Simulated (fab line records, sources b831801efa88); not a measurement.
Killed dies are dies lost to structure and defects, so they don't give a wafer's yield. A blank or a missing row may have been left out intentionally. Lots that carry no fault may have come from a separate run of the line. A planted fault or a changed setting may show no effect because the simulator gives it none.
fab line records | flow sky130
record lots=6 | wafers=18 | lastDay=50
route steps=708 shown VIA3@582 METAL4@598 PAD_OPEN@708
lots that met no fault: taken from a fault-free run of the same line
startH: hours from the record's first day to the start of the lot's first wafer shown | waitH: hours since the lot's step before | " repeats the value in the row above | L1.1+2: several wafers, shown together as one row | - no value, or no start was given | * or withheld: withheld | < > ~ a bound
route shown NAME@n: a module of which the file shows steps, and the number in the route of the first | usual: mean/standard deviation taken from wafers without a fault | same: alike in all rows | chamber/n: place in a boat | sites: per-site readings | _std_site: the values' standard deviation | _edge_site: inner sites' mean taken away from outer sites' mean | radiusMm: for every site, how far away it sits from the centre of the wafer | mask NAME#n: copy n | behind: the most recent tool/chamber to have shaped the wafer | hold: why the lot was held/for how many hours/how that ended | device: the transistor (n, p or np) that didn't switch | end of line: tests run on the same wafers once the route is complete | a step given without rows: its recipe and nothing more | killed: dies lost to structure and defects at the first sort, not the wafer's yield | map: per-die view of a wafer (x killed, . not killed, _ where there is no die)
set.NAME: the setting as run; set.NAME@STEP: as run at that earlier step | model.NAME: the simulator's own value behind a step, which no gauge read
lots at selected steps of the route; one table per step, one row per wafer
services: from which hour (startH, from the record's first day; less than 0 if before it) a tool's chamber was out of use, for how many hours, and why
## steps
# step SKY_VIA3_EXPOSE_09
# recipe maskId=VIM3 | na=0.8 | sourceShape=annular | sigmaInner=0.55 | sigmaOuter=0.85 | targetCdNm=200 | doseMj=38
# step SKY_VIA3_PEB_10
# recipe pebTempC=withheld | pebTimeS=withheld | resist=KrF-thick
# step SKY_VIA3_DEVELOP_11
# recipe developTimeS=60 | resist=KrF-thick | devTempC=21
# step SKY_VIA3_CD_MEAS_12
# recipe targetCdNm=200
# usual cdNm=200.7/1.1
lot.wafer | tool     | chamber | startH  | waitH | cdNm
L483.1    | cdSem-01 | -       | 953.68  | -     | 201.7
L483.2    | "        | -       | "       | "     | 201.1
L483.6    | "        | -       | "       | "     | 199.7
L485.2    | cdSem-01 | -       | 964.74  | -     | 200.9
L485.3    | "        | -       | "       | "     | 200.7
L485.6    | "        | -       | "       | "     | 199.4
L488.2    | cdSem-01 | -       | 977.39  | -     | 201.8
L488.3    | "        | -       | "       | "     | 201.6
L488.6    | "        | -       | "       | "     | 199.9
L491.2    | cdSem-02 | -       | 997.30  | -     | 201.1
L491.4    | "        | -       | "       | "     | 200.5
L491.6    | "        | -       | "       | "     | 200.4
L503.2    | cdSem-01 | -       | 1071.32 | -     | 199.3
L503.5    | "        | -       | "       | "     | 198.6
L503.6    | "        | -       | "       | "     | 199.3
L505.2    | cdSem-02 | -       | 1085.65 | -     | 201.0
L505.5    | "        | -       | "       | "     | 200.8
L505.6    | "        | -       | "       | "     | 200.7
# step SKY_VIA3_OVL_MEAS_13
# usual VIA3_OVL=0/5.3
lot.wafer | tool       | chamber | startH  | waitH | VIA3_OVL[nm]
L483.1    | overlay-02 | -       | 953.80  | 0.1   | 5
L483.2    | "          | -       | "       | "     | 1
L483.6    | "          | -       | "       | "     | -1
L485.2    | overlay-01 | -       | 964.84  | 0.1   | 6
L485.3    | "          | -       | "       | "     | 1
L485.6    | "          | -       | "       | "     | -2
L488.2    | overlay-01 | -       | 977.49  | 0.1   | -4
L488.3    | "          | -       | "       | "     | 4
L488.6    | "          | -       | "       | "     | -6
L491.2    | overlay-01 | -       | 997.41  | 0.1   | 2
L491.4    | "          | -       | "       | "     | 10
L491.6    | "          | -       | "       | "     | 4
L503.2    | overlay-02 | -       | 1071.43 | 0.1   | 12
L503.5    | "          | -       | "       | "     | 7
L503.6    | "          | -       | "       | "     | 0
L505.2    | overlay-02 | -       | 1085.76 | 0.1   | 6
L505.5    | "          | -       | "       | "     | -3
L505.6    | "          | -       | "       | "     | 1
# step SKY_VIA3_ETCH_14
# recipe chemistry=N2/H2 | target=BARC | ionEnergyEv=200 | sourceW=500 | biasW=100 | pressureMtorr=30 | n2FlowSccm=100 | h2FlowSccm=200 | stopOn=SiO2 | timeS=45.9 | targetDepthA=600
# usual drypumpMotorCurrentA=5.7/0.44 | oesProductAu=0.855/0.0044 | throttleValvePct=13.225/0.0093
lot.wafer | tool       | chamber | startH  | waitH | drypumpMotorCurrentA | oesProductAu | rfHoursCounterH | throttleValvePct
L483.1    | rieDiel-01 | 3       | 953.84  | 0.0   | 6.3                  | 0.857        | 16              | 13.238
L483.2    | "          | 2       | "       | "     | 5.6                  | 0.856        | 16              | 13.222
L483.6    | "          | 1       | "       | "     | 6.5                  | 0.850        | -               | 13.221
L485.2    | rieDiel-03 | 3       | 964.87  | 0.0   | 5.7                  | 0.867        | 21              | 13.224
L485.3    | "          | 1       | "       | "     | 5.7                  | 0.852        | 23              | 13.212
L485.6    | "          | 2       | "       | "     | 5.3                  | 0.859        | -               | 13.228
L488.2    | rieDiel-01 | 3       | 977.52  | 0.0   | 6.3                  | 0.850        | 17              | 13.229
L488.3    | "          | 0       | "       | "     | 5.4                  | 0.855        | 12              | 13.245
L488.6    | "          | 0       | "       | "     | 5.4                  | 0.850        | -               | 13.233
L491.2    | rieDiel-01 | 1       | 997.44  | 0.0   | 6.5                  | 0.860        | 14              | 13.236
L491.4    | "          | 0       | "       | "     | 5.4                  | 0.850        | 13              | 13.217
L491.6    | "          | 1       | "       | "     | 6.5                  | 0.850        | -               | 13.234
L503.2    | rieDiel-01 | 3       | 1071.46 | 0.0   | 6.3                  | 0.853        | 19              | 13.221
L503.5    | "          | 1       | "       | "     | 6.5                  | 0.853        | -               | 13.212
L503.6    | "          | 2       | "       | "     | 5.6                  | 0.852        | -               | 13.227
L505.2    | rieDiel-03 | 3       | 1085.79 | 0.0   | 5.7                  | 0.859        | 25              | 13.218
L505.5    | "          | 3       | "       | "     | 5.7                  | 0.853        | -               | 13.238
L505.6    | "          | 2       | "       | "     | 5.3                  | 0.858        | -               | 13.226
# step SKY_VIA3_ETCH_15
# recipe target=SiO2 | chemistry=C4F8/O2/Ar | targetDepthNm=507 | stopOn=TiN | maskMaterial=KrF-thick | sourceW=1500 | biasW=1200 | pressureMtorr=40 | c4f8FlowSccm=withheld | O2_flow_sccm=6 | Ar_flow_sccm=300 | timeS=78
# usual oesProductAu=0.946/0.0051
lot.wafer | tool       | chamber | startH  | waitH | oesProductAu | rfHoursCounterH
L483.1    | rieDiel-01 | 3       | 953.88  | 0.0   | 0.948        | 16
L483.2    | "          | 2       | "       | "     | 0.955        | 16
L483.6    | "          | 1       | "       | "     | 0.946        | -
L485.2    | rieDiel-03 | 3       | 964.91  | 0.0   | 0.953        | 21
L485.3    | "          | 1       | "       | "     | 0.952        | 23
L485.6    | "          | 2       | "       | "     | 0.951        | -
L488.2    | rieDiel-01 | 3       | 977.56  | 0.0   | 0.941        | 17
L488.3    | "          | 0       | "       | "     | 0.940        | 12
L488.6    | "          | 0       | "       | "     | 0.949        | -
L491.2    | rieDiel-01 | 1       | 997.48  | 0.0   | 0.944        | 14
L491.4    | "          | 0       | "       | "     | 0.951        | 13
L491.6    | "          | 1       | "       | "     | 0.939        | -
L503.2    | rieDiel-01 | 3       | 1071.50 | 0.0   | 0.939        | 19
L503.5    | "          | 1       | "       | "     | 0.932        | -
L503.6    | "          | 2       | "       | "     | 0.933        | -
L505.2    | rieDiel-03 | 3       | 1085.83 | 0.0   | 0.938        | 25
L505.5    | "          | 3       | "       | "     | 0.946        | -
L505.6    | "          | 2       | "       | "     | 0.942        | -
# step SKY_VIA3_STRIP_16
# recipe chemistry=O2/N2 | powerW=1400 | pressureMtorr=1500 | platenTempC=withheld | o2FlowSccm=3000 | n2FlowSccm=300 | overashFraction=0.5
# usual drypumpMotorCurrentA=5.66/0.21 | oesProductAu=0.401/0.0046 | stripTimeToEndpointS=4.123/0.022
lot.wafer | tool           | chamber | startH  | waitH | drypumpMotorCurrentA | oesProductAu | rfHoursCounterH | stripTimeToEndpointS
L483.1    | plasmaAsher-04 | 0       | 953.94  | 0.0   | 5.31                 | 0.404        | 21              | 4.096
L483.2    | "              | 1       | "       | "     | 5.64                 | 0.407        | 21              | 4.104
L483.6    | "              | 1       | "       | "     | 5.66                 | 0.399        | -               | 4.071
L485.2    | plasmaAsher-03 | 0       | 964.97  | 0.0   | 5.97                 | 0.404        | 110             | 4.120
L485.3    | "              | 0       | "       | "     | 5.96                 | 0.404        | -               | 4.100
L485.6    | "              | 1       | "       | "     | 5.66                 | 0.399        | -               | 4.119
L488.2    | plasmaAsher-03 | 1       | 977.62  | 0.0   | 5.68                 | 0.398        | 111             | 4.118
L488.3    | "              | 1       | "       | "     | 5.67                 | 0.400        | -               | 4.123
L488.6    | "              | 0       | "       | "     | 5.96                 | 0.397        | -               | 4.138
L491.2    | plasmaAsher-03 | 1       | 997.54  | 0.0   | 5.70                 | 0.403        | 114             | 4.093
L491.4    | "              | 1       | "       | "     | 5.69                 | 0.404        | -               | 4.122
L491.6    | "              | 0       | "       | "     | 5.96                 | 0.401        | -               | 4.110
L503.2    | plasmaAsher-04 | 0       | 1071.56 | 0.0   | 5.30                 | 0.398        | 34              | 4.126
L503.5    | "              | 1       | "       | "     | 5.68                 | 0.401        | -               | 4.120
L503.6    | "              | 0       | "       | "     | 5.29                 | 0.401        | -               | 4.123
L505.2    | plasmaAsher-03 | 0       | 1085.89 | 0.0   | 5.97                 | 0.407        | 2               | 4.098
L505.5    | "              | 0       | "       | "     | 5.96                 | 0.402        | -               | 4.098
L505.6    | "              | 1       | "       | "     | 5.69                 | 0.401        | -               | 4.122
# step SKY_VIA3_STRIP_17
# recipe chemistry=postEtchResidueRemover | timeS=1200 | tempC=72.5
# step SKY_VIA3_CLEAN_18
# recipe chemistry=IPA | timeS=180 | tempC=25
# step SKY_VIA3_CLEAN_19
# recipe chemistry=O3/DIW | dry=n2Spin
# step SKY_VIA3_SPUTTER_20
# recipe material=TiN | targetThkNm=20 | chamberPressurePa=5 | powerW=4000 | timeS=80
# usual throttleValvePct=30.3/1.6
lot.wafer | tool          | chamber | startH  | waitH | throttleValvePct
L483.1    | pvdSputter-04 | -       | 954.87  | 0.0   | 29.4
L483.2    | "             | -       | "       | "     | 28.2
L483.6    | "             | -       | "       | "     | 28.1
L485.2    | pvdSputter-04 | -       | 965.64  | 0.0   | 28.3
L485.3    | "             | -       | "       | "     | 29.5
L485.6    | "             | -       | "       | "     | 29.8
L488.2    | pvdSputter-04 | -       | 978.22  | 0.0   | 29.7
L488.3    | "             | -       | "       | "     | 28.4
L488.6    | "             | -       | "       | "     | 29.8
L491.2    | pvdSputter-04 | -       | 998.13  | 0.0   | 28.2
L491.4    | "             | -       | "       | "     | 29.5
L491.6    | "             | -       | "       | "     | 28.3
L503.2    | pvdSputter-04 | -       | 1072.50 | 0.0   | 28.5
L503.5    | "             | -       | "       | "     | 31.9
L503.6    | "             | -       | "       | "     | 29.4
L505.2    | pvdSputter-04 | -       | 1086.48 | 0.0   | 31.8
L505.5    | "             | -       | "       | "     | 29.6
L505.6    | "             | -       | "       | "     | 31.8
# step SKY_VIA3_CVD_21
# recipe material=W | targetThkNm=390 | timeS=117.31 | tempC=400 | pressureTorr=40
# usual heaterPowerW=830/44
lot.wafer | tool    | chamber | startH  | waitH | heaterPowerW | model.W_of_VIA3_CVD_21.thkNm
L483.1    | cvdW-01 | 1       | 954.93  | 0.0   | 868          | 390.3
L483.2    | "       | 0       | "       | "     | 799          | 398.2
L483.6    | "       | 1       | "       | "     | 877          | 395
L485.2    | cvdW-02 | 0       | 965.70  | 0.0   | 788          | 391
L485.3    | "       | 1       | "       | "     | 871          | 393.3
L485.6    | "       | 0       | "       | "     | 764          | 392.1
L488.2    | cvdW-02 | 0       | 978.28  | 0.0   | 785          | 114.4
L488.3    | "       | 1       | "       | "     | 907          | 388.6
L488.6    | "       | 1       | "       | "     | 913          | 383.9
L491.2    | cvdW-02 | 0       | 998.23  | 0.1   | 752          | 114.5
L491.4    | "       | 0       | "       | "     | 780          | 387.8
L491.6    | "       | 0       | "       | "     | 778          | 390.7
L503.2    | cvdW-02 | 0       | 1072.56 | 0.0   | 785          | 387.2
L503.5    | "       | 1       | "       | "     | 877          | 385.7
L503.6    | "       | 0       | "       | "     | 764          | 385.4
L505.2    | cvdW-01 | 1       | 1086.54 | 0.0   | 866          | 387.6
L505.5    | "       | 0       | "       | "     | 833          | 397.9
L505.6    | "       | 1       | "       | "     | 856          | 385
# step SKY_VIA3_RS_MEAS_22
# recipe thkMeasGauge=four-point-probe | reads=W_of_VIA3_CVD_21+TiN_of_VIA3_SPUTTER_20
# usual VIA3_W_RS=0.292/0.0046
lot.wafer | tool         | chamber | startH  | waitH | VIA3_W_RS[ohm/sq]
L483.1    | filmMetro-03 | -       | 955.06  | 0.1   | 0.294
L483.2    | "            | -       | "       | "     | 0.288
L483.6    | "            | -       | "       | "     | 0.291
L485.2    | filmMetro-02 | -       | 965.84  | 0.1   | 0.293
L485.3    | "            | -       | "       | "     | 0.292
L485.6    | "            | -       | "       | "     | 0.293
L488.2    | filmMetro-03 | -       | 978.43  | 0.1   | 1.031
L488.3    | "            | -       | "       | "     | 0.295
L488.6    | "            | -       | "       | "     | 0.299
L491.2    | filmMetro-02 | -       | 998.46  | 0.2   | 1.028
L491.4    | "            | -       | "       | "     | 0.296
L491.6    | "            | -       | "       | "     | 0.293
L503.2    | filmMetro-03 | -       | 1072.70 | 0.1   | 0.296
L503.5    | "            | -       | "       | "     | 0.297
L503.6    | "            | -       | "       | "     | 0.298
L505.2    | filmMetro-03 | -       | 1086.69 | 0.1   | 0.296
L505.5    | "            | -       | "       | "     | 0.288
L505.6    | "            | -       | "       | "     | 0.298
# step SKY_VIA3_THK_MEAS_23
# recipe thkMeasGauge=xrf | reads=W_of_VIA3_CVD_21
# usual VIA3_W_THK=386/6.6
lot.wafer | tool         | chamber | startH  | waitH | VIA3_W_THK[nm]
L483.1    | filmMetro-03 | -       | 955.18  | 0.1   | 386
L483.2    | "            | -       | "       | "     | 392
L483.6    | "            | -       | "       | "     | 388
L485.2    | filmMetro-02 | -       | 965.95  | 0.1   | 380
L485.3    | "            | -       | "       | "     | 379
L485.6    | "            | -       | "       | "     | 380
L488.2    | filmMetro-03 | -       | 978.54  | 0.1   | 114
L488.3    | "            | -       | "       | "     | 389
L488.6    | "            | -       | "       | "     | 384
L491.2    | filmMetro-02 | -       | 998.57  | 0.1   | 113
L491.4    | "            | -       | "       | "     | 378
L491.6    | "            | -       | "       | "     | 383
L503.2    | filmMetro-03 | -       | 1072.81 | 0.1   | 374
L503.5    | "            | -       | "       | "     | 372
L503.6    | "            | -       | "       | "     | 372
L505.2    | filmMetro-03 | -       | 1086.80 | 0.1   | 379
L505.5    | "            | -       | "       | "     | 388
L505.6    | "            | -       | "       | "     | 376
# step SKY_VIA3_CMP_24
# recipe stopOn=SiO2 | tOverpolishS=20 | downForcePsi=3.5 | platenRpm=60 | targetThkNm=0 | padVelocityMS=0.94248
# usual motorCurrentA=11.0/1 | slurryFlowMlMin=150.0/0.49 | timeToEndpointS=93/3.5
lot.wafer | tool   | chamber | startH  | waitH | motorCurrentA | slurryFlowMlMin | timeToEndpointS
L483.2    | cmp-01 | 3       | 955.29  | 0.1   | 10.8          | 150.0           | 92
L483.1    | "      | 1       | "       | "     | 10.9          | 149.8           | 91
L483.6    | "      | 2       | "       | "     | 12.1          | 150.3           | 88
L485.3    | cmp-01 | 3       | 966.00  | 0.0   | 10.8          | 148.8           | 92
L485.2    | "      | 1       | "       | "     | 10.7          | 150.6           | 95
L485.6    | "      | 0       | "       | "     | 12.5          | 149.4           | 90
L488.3    | cmp-01 | 3       | 978.59  | 0.0   | 10.7          | 149.9           | 92
L488.2    | "      | 1       | "       | "     | 10.8          | 149.6           | 27
L488.6    | "      | 3       | "       | "     | 11.2          | 149.5           | 88
L491.4    | cmp-01 | 0       | 998.67  | 0.1   | 12.6          | 149.0           | 90
L491.2    | "      | 1       | "       | "     | 10.2          | 149.9           | 27
L491.6    | "      | 0       | "       | "     | 12.3          | 149.8           | 93
L503.2    | cmp-02 | 1       | 1073.01 | 0.2   | 10.3          | 150.8           | 95
L503.5    | "      | 2       | "       | "     | 9.1           | 149.6           | 93
L503.6    | "      | 3       | "       | "     | 10.0          | 150.1           | 92
L505.2    | cmp-02 | 3       | 1086.95 | 0.1   | 10.4          | 149.6           | 90
L505.6    | "      | 1       | "       | "     | 10.4          | 149.6           | 88
L505.5    | "      | 2       | "       | "     | 9.7           | 150.1           | 92
# step SKY_METAL4_SPUTTER_00
# recipe material=Ti | targetThkNm=15 | powerW=3000 | timeS=10 | chamberPressurePa=0.4
# usual throttleValvePct=30.4/1.2
lot.wafer | tool          | chamber | startH  | waitH | throttleValvePct
L483.1    | pvdSputter-01 | -       | 955.54  | 0.1   | 31.4
L483.2    | "             | -       | "       | "     | 30.0
L483.6    | "             | -       | "       | "     | 31.1
L485.2    | pvdSputter-04 | -       | 966.30  | 0.1   | 31.9
L485.3    | "             | -       | "       | "     | 28.3
L485.6    | "             | -       | "       | "     | 29.7
L488.2    | pvdSputter-02 | -       | 978.89  | 0.1   | 30.3
L488.3    | "             | -       | "       | "     | 31.3
L488.6    | "             | -       | "       | "     | 31.3
L491.2    | pvdSputter-02 | -       | 998.92  | 0.1   | 31.9
L491.4    | "             | -       | "       | "     | 30.4
L491.6    | "             | -       | "       | "     | 31.2
L503.2    | pvdSputter-02 | -       | 1073.16 | 0.1   | 30.3
L503.5    | "             | -       | "       | "     | 31.3
L503.6    | "             | -       | "       | "     | 31.9
L505.2    | pvdSputter-02 | -       | 1087.15 | 0.1   | 31.9
L505.5    | "             | -       | "       | "     | 31.5
L505.6    | "             | -       | "       | "     | 30.5
# step SKY_PAD_OPEN_PROBE_99
# usual defectLimitedYield=82.5/2 | killed_at_M0_to_M3=43/7.1 | killed_at_M4_up=3.3/2 | killedAtContacts=24/5.1 | killedAtFrontEnd=15/4.6 | killedAtOther=0.3/0.6 | killedDies=86/9.6 | killedOpen=46/7.3 | killedShort=39/6.7 | sort_bin_3_pad_short=0.9/0.44 | sort_bin_5_function=10.4/1.5 | sort_bin_6_memory=6.2/1.1 | sortNPass=406/9.6 | sortYieldPct=82.5/2
# same grossDies=492 | killedAtBackSide=0 | sort_bin_4_leakage[%]=0 | sort_bin_8_speed[%]=0
lot.wafer | tool      | chamber | startH  | waitH | defectLimitedYield[%] | killed_at_M0_to_M3 | killed_at_M4_up | killedAtContacts | killedAtFrontEnd | killedAtOther | killedDies | killedOpen | killedShort | sort_bin_3_pad_short[%] | sort_bin_5_function[%] | sort_bin_6_memory[%] | sortNPass | sortYieldPct[%]
L485.2    | prober-02 | -       | 1108.37 | 0.1   | 80.7                  | 56                 | 1               | 23               | 15               | 0             | 95         | 51         | 44          | 1.0                     | 10.8                   | 7.5                  | 397       | 80.7
L485.3    | prober-02 | -       | 1108.42 | 0.2   | 84.8                  | 47                 | 2               | 17               | 9                | 0             | 75         | 41         | 34          | 1.0                     | 8.3                    | 5.9                  | 417       | 84.8
L485.6    | prober-02 | -       | 1108.57 | 0.2   | 81.5                  | 55                 | 5               | 24               | 7                | 0             | 91         | 45         | 46          | 1.0                     | 9.6                    | 7.9                  | 401       | 81.5
L488.2    | prober-01 | -       | 1119.72 | 0.1   | 85.0                  | 37                 | 0               | 21               | 16               | 0             | 74         | 42         | 32          | 1.0                     | 7.5                    | 6.5                  | 418       | 85.0
L488.3    | prober-01 | -       | 1119.77 | 0.2   | 83.5                  | 40                 | 1               | 25               | 15               | 0             | 81         | 42         | 38          | 1.0                     | 10.0                   | 5.5                  | 411       | 83.5
L488.6    | prober-01 | -       | 1119.92 | 0.2   | 83.9                  | 41                 | 4               | 24               | 10               | 0             | 79         | 34         | 44          | 1.2                     | 10.6                   | 4.3                  | 413       | 83.9
L491.2    | prober-02 | -       | 1137.95 | 0.1   | 84.3                  | 34                 | 3               | 25               | 15               | 0             | 77         | 41         | 36          | 0.8                     | 9.1                    | 5.7                  | 415       | 84.3
L491.4    | prober-02 | -       | 1138.05 | 0.2   | 82.1                  | 44                 | 5               | 22               | 17               | 0             | 88         | 48         | 40          | 1.2                     | 11.6                   | 5.1                  | 404       | 82.1
L491.6    | prober-02 | -       | 1138.15 | 0.2   | 82.5                  | 45                 | 2               | 24               | 15               | 0             | 86         | 47         | 39          | 1.6                     | 10.0                   | 5.9                  | 406       | 82.5
L503.2    | prober-02 | -       | 1193.98 | 0.1   | 81.9                  | 45                 | 5               | 28               | 11               | 0             | 89         | 37         | 52          | 1.2                     | 8.3                    | 8.5                  | 403       | 81.9
L503.5    | prober-02 | -       | 1194.13 | 0.2   | 83.5                  | 38                 | 2               | 16               | 25               | 0             | 81         | 37         | 44          | 1.0                     | 8.5                    | 6.9                  | 411       | 83.5
L503.6    | prober-02 | -       | 1194.18 | 0.2   | 83.9                  | 42                 | 4               | 20               | 12               | 1             | 79         | 36         | 43          | 0.8                     | 9.6                    | 5.7                  | 413       | 83.9
# killed by level:class
L485.2 VIA2:geometricParticle:open=13 LI_CONTACT:geometricParticle:open=9 VIA1:geometricParticle:open=8 METAL1:geometricParticle:short=7 METAL2:geometricParticle:short=6 VIA2:geometricParticle:short=6 LOCAL_INTERCONNECT:geometricParticle:short=5 CONTACT:geometricParticle:open=5
L485.3 VIA1:geometricParticle:open=9 VIA3:geometricParticle:open=9 LI_CONTACT:geometricParticle:open=6 VIA2:geometricParticle:open=6 METAL1:geometricParticle:short=5 FIELD_ISO:geometricParticle:open=4 CONTACT:geometricParticle:short=4 VIA1:geometricParticle:short=4
L485.6 VIA2:geometricParticle:open=12 VIA1:geometricParticle:open=9 CONTACT:geometricParticle:short=8 VIA3:geometricParticle:open=7 LOCAL_INTERCONNECT:geometricParticle:short=6 METAL2:geometricParticle:short=6 METAL1:geometricParticle:short=6 LI_CONTACT:geometricParticle:open=5
L488.2 VIA1:geometricParticle:open=11 VIA3:geometricParticle:open=7 CONTACT:geometricParticle:open=6 LOCAL_INTERCONNECT:geometricParticle:short=5 CONTACT:geometricParticle:short=5 FIELD_ISO:geometricParticle:short=4 POLY_GATE:geometricParticle:open=4 VIA1:geometricParticle:short=4
L488.3 VIA1:geometricParticle:open=14 CONTACT:geometricParticle:open=10 METAL2:geometricParticle:short=7 VIA3:geometricParticle:open=6 FIELD_ISO:geometricParticle:short=5 POLY_GATE:geometricParticle:short=5 LI_CONTACT:geometricParticle:open=5 VIA1:geometricParticle:short=5
L488.6 METAL2:geometricParticle:short=9 VIA1:geometricParticle:open=8 CONTACT:geometricParticle:open=8 VIA3:geometricParticle:open=7 METAL1:geometricParticle:short=6 CONTACT:geometricParticle:short=6 POLY_GATE:geometricParticle:short=4 LI_CONTACT:geometricParticle:open=4
L491.2 LI_CONTACT:geometricParticle:open=11 VIA1:geometricParticle:open=10 FIELD_ISO:geometricParticle:open=5 LOCAL_INTERCONNECT:geometricParticle:short=5 POLY_GATE:geometricParticle:short=4 LI_CONTACT:geometricParticle:short=4 METAL1:geometricParticle:short=4 VIA1:geometricParticle:short=4
L491.4 VIA1:geometricParticle:open=10 METAL1:geometricParticle:short=9 LI_CONTACT:geometricParticle:open=8 CONTACT:geometricParticle:open=7 VIA3:geometricParticle:open=6 VIA2:geometricParticle:open=5 SPACER:geometricParticle:open=4 VIA2:geometricParticle:short=4
L491.6 VIA1:geometricParticle:open=12 CONTACT:geometricParticle:short=7 LI_CONTACT:geometricParticle:open=6 METAL1:geometricParticle:short=6 VIA2:geometricParticle:open=6 VIA3:geometricParticle:open=6 POLY_GATE:geometricParticle:open=5 CONTACT:geometricParticle:open=5
L503.2 CONTACT:geometricParticle:short=9 VIA1:geometricParticle:open=9 METAL1:geometricParticle:short=8 LI_CONTACT:geometricParticle:open=7 POLY_GATE:geometricParticle:short=6 METAL2:geometricParticle:short=6 METAL3:geometricParticle:short=6 VIA3:geometricParticle:open=6
L503.5 POLY_GATE:geometricParticle:short=7 LOCAL_INTERCONNECT:geometricParticle:short=6 METAL1:geometricParticle:short=6 METAL2:geometricParticle:short=6 POLY_GATE:geometricParticle:open=5 CONTACT:geometricParticle:open=5 VIA3:geometricParticle:open=5 FIELD_ISO:geometricParticle:open=4
L503.6 METAL2:geometricParticle:short=8 METAL1:geometricParticle:short=7 VIA1:geometricParticle:open=7 FIELD_ISO:geometricParticle:open=5 LOCAL_INTERCONNECT:geometricParticle:short=5 CONTACT:geometricParticle:open=5 METAL3:geometricParticle:short=5 VIA2:geometricParticle:open=4
## services
tool           | chamber | startH  | hours | kind
pvdSputter-01  | -       | 932.95  | 8.8   | repair
cvdW-02        | -       | 934.93  | 2.8   | pm
rieDiel-03     | 2       | 948.06  | 3.2   | repair
rieDiel-01     | -       | 955.43  | 2.8   | pm
pvdSputter-01  | -       | 957.74  | 1.2   | repair
pvdSputter-04  | 3       | 962.08  | -     | consumableReplace:kit
cmp-02         | -       | 970.90  | 11.5  | pm
plasmaAsher-03 | -       | 972.97  | 1.6   | repair
pvdSputter-01  | -       | 988.33  | 20.5  | repair
cmp-01         | -       | 991.06  | 3.6   | repair
rieDiel-03     | 1       | 991.65  | 13.5  | repair
cvdW-02        | 1       | 993.24  | 15.1  | repair
cvdW-02        | -       | 995.53  | 2.2   | repair
rieDiel-03     | 2       | 1007.88 | 6.2   | repair
cmp-02         | -       | 1009.17 | 2.3   | repair
cmp-02         | -       | 1026.43 | 2.1   | repair
plasmaAsher-03 | -       | 1026.99 | 1.8   | repair
cmp-01         | -       | 1036.35 | 3.8   | repair
cmp-01         | -       | 1036.82 | 4.3   | repair
cmp-01         | -       | 1038.90 | 1.0   | repair
pvdSputter-02  | -       | 1054.55 | 13.2  | repair
plasmaAsher-03 | -       | 1055.25 | 9.0   | pm
rieDiel-01     | 3       | 1059.85 | 4.8   | repair
cmp-01         | -       | 1085.44 | 4.0   | pm
## key
firstSign step=SKY_VIA3_RS_MEAS_22 | reading=VIA3_W_RS | direction=up | sigmas=99+ | usual=0.292 | struck=1.029
effect step=SKY_VIA3_THK_MEAS_23 | reading=VIA3_W_THK | direction=down | sigmas=41 | usual=386 | struck=113
effect step=SKY_VIA3_CMP_24 | reading=timeToEndpointS | direction=down | sigmas=19 | usual=* | struck=*
modelEffect step=SKY_VIA3_CVD_21 | value=W_of_VIA3_CVD_21.thkNm | without=388.4 | struck=114.4
metAt SKY_VIA3_CVD_21
struckWafers L488.2,L491.2
onsetBetween 965.70 978.28
fault kind=processParameterDrift | tool=cvdW-02 | chamber=- | onsetH=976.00 | steps=SKY_VIA3_CVD_21 | channel=targetThkNm | offset=-273.5 | shape=step | endH=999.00 | scope=struckWafersOnly | actsIn=theseRecipesOnly | stated=390
